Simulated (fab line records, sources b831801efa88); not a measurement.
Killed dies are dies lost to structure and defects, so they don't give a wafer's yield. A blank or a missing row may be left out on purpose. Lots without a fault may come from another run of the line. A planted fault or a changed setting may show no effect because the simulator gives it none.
Chamber matching | flow sky130 | SKY_CAPM_CVD_00 on pecvd-04: 3 sister chambers
The step deposits SiO2, target thk 15.5 nm. 3 wafers are shown with their chamber, then 9 later ones without.

WAFERS WITH THEIR CHAMBER
wafer  | chamber | heater_power_w (W)
L085.5 | 2       | 829
L088.5 | 1       | 685
L088.6 | 0       | 737

WAFERS WITHOUT THEIR CHAMBER
wafer  | heater_power_w (W)
L092.1 | 819
L092.2 | 604
L092.3 | 802
L092.4 | 612
L092.5 | 800
L092.6 | 618
L093.2 | 663
L093.3 | 713
L093.5 | 672

WHICH CHAMBER EACH WENT THROUGH
wafer  | from the rows above          | in truth
L092.1 | can't be placed: 2 or 0      | 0
L092.2 | can't be placed: 1 or 0      | 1
L092.3 | can't be placed: 2 or 0 or 1 | 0
L092.4 | can't be placed: 1 or 0      | 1
L092.5 | can't be placed: 2 or 0 or 1 | 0
L092.6 | can't be placed: 1 or 0      | 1
L093.2 | can't be placed: 1 or 0      | 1
L093.3 | can't be placed: 0 or 1 or 2 | 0
L093.5 | can't be placed: 1 or 0      | 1
Placed correctly: 0 of 9. Can't be placed from these rows: 9 (the true chamber is among the candidates in 9). Placed wrongly: 0.
How it was worked out, from the rows above alone: a wafer's distance from a chamber is the root of the sum, over the readings, of the square of ((its reading less the chamber's mean) divided by the reading's scatter). The wafer belongs to the nearest chamber; if the next one is less than 2 further off, it can't be placed. A chamber's mean is the mean of its shown wafers. The scatter: with one shown wafer a chamber, the root of the mean of the squares of how far each hidden wafer lies from its nearest shown one.
